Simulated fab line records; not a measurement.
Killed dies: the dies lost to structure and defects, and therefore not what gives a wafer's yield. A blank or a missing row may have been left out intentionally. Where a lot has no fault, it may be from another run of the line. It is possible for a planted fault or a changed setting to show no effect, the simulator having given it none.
Comparing a struck lot with a sound one / flow gf180mcu / 16 steps out of a route of 602
Sound: the wafers L618.3, L618.5, L618.6. Struck: wafers L626.1, L626.2, L626.3. Last of all comes the cause.
Order at every step that has rows: each side's tool, ch and its chambers, its first start. Under that, the readings that differ: sound wafers / struck wafers / difference of the means / sigmas: that difference in standard deviations of wafers without a fault.
alike: a reading whose means differ by less than 2 such deviations, as well as words and numbers matching on both sides. not compared: withheld readings; readings where some wafer has no value; bounds like >300 that might hide an equal value; numbers whose values overlap and for which the record gives no deviation.
Wherever a step has rows on one side only, a row that says differs or no value, or a row with sigmas, the two part there. Non-overlapping numbers with no deviation appear without sigmas and do not part them. A reading that every wafer of one side lacks parts them only if that side has two wafers or more.

first, 4 steps without rows for these wafers: GF_VT_IMPLANT_SOFTBAKE_14 (time 60 s); GF_VT_IMPLANT_EXPOSE_15 (exposes mask Nwell LV AREA, target cd 860 nm); GF_VT_IMPLANT_PEB_16; GF_VT_IMPLANT_DEVELOP_17 (develop time 60 s).
GF_VT_IMPLANT_OVL_MEAS_18:
  sound on overlay-01, day 6 23:58; struck on overlay-01, day 9 03:28
  alike: VT_IMPLANT_01_OVL
then, 1 step without rows for these wafers: GF_VT_IMPLANT_IMPLANT_19.
GF_VT_IMPLANT_STRIP_20: strips in O2/N2.
  sound on plasmaAsher-01 ch 0,1, day 7 00:11; struck on plasmaAsher-01 ch 0,1, day 9 03:39
reading=oesProductAu (a.u.); sound=0.711 0.711 0.713; struck=0.726 0.722 0.717; difference=+0.010; sigmas=+2
  alike: drypumpMotorCurrentA, heaterPowerW, n2FlowSccm, stripTimeToEndpointS
  not compared: rfHoursCounterH
GF_VT_IMPLANT_TW_MEAS_21:
  sound on filmMetro-01, day 7 00:16; struck on filmMetro-01, day 9 03:45
  alike: VT_IMPLANT_2_TW
then, 4 steps without rows for these wafers: GF_VT_IMPLANT_DEHYDRATE_22 (time 60 s); GF_VT_IMPLANT_HMDS_23 (prime time 60 s); GF_VT_IMPLANT_COAT_24 (resist thk 1000 nm); GF_VT_IMPLANT_SOFTBAKE_25 (time 60 s).
GF_VT_IMPLANT_EXPOSE_26: exposes mask LVPWELL HV AREA, target cd 860 nm.
  sound on ilineStepper-02 ch 0, day 7 07:56; struck on ilineStepper-02 ch 0, day 9 12:10
reading=model.VT_IMPLANT.overlayXNm (nm); sound=-0.04988 -0.04988 -0.04988; struck=264.6 264.6 264.6; difference=+264.6; sigmas=
  alike: mask, exposureDoseMJCm2
then, 2 steps without rows for these wafers: GF_VT_IMPLANT_PEB_27; GF_VT_IMPLANT_DEVELOP_28 (develop time 60 s).
GF_VT_IMPLANT_OVL_MEAS_29:
  sound on overlay-01, day 7 15:17; struck on overlay-02, day 9 20:40
reading=VT_IMPLANT_02_OVL (nm); sound=1.0 0.9 2.1; struck=263.4 263.6 265.5; difference=+262.8; sigmas=+99 or more
  not compared: hold

WHERE THEY PART
First at GF_VT_IMPLANT_STRIP_20; last, within this record, at GF_VT_IMPLANT_OVL_MEAS_29.

WHY: what had been put in by the simulator
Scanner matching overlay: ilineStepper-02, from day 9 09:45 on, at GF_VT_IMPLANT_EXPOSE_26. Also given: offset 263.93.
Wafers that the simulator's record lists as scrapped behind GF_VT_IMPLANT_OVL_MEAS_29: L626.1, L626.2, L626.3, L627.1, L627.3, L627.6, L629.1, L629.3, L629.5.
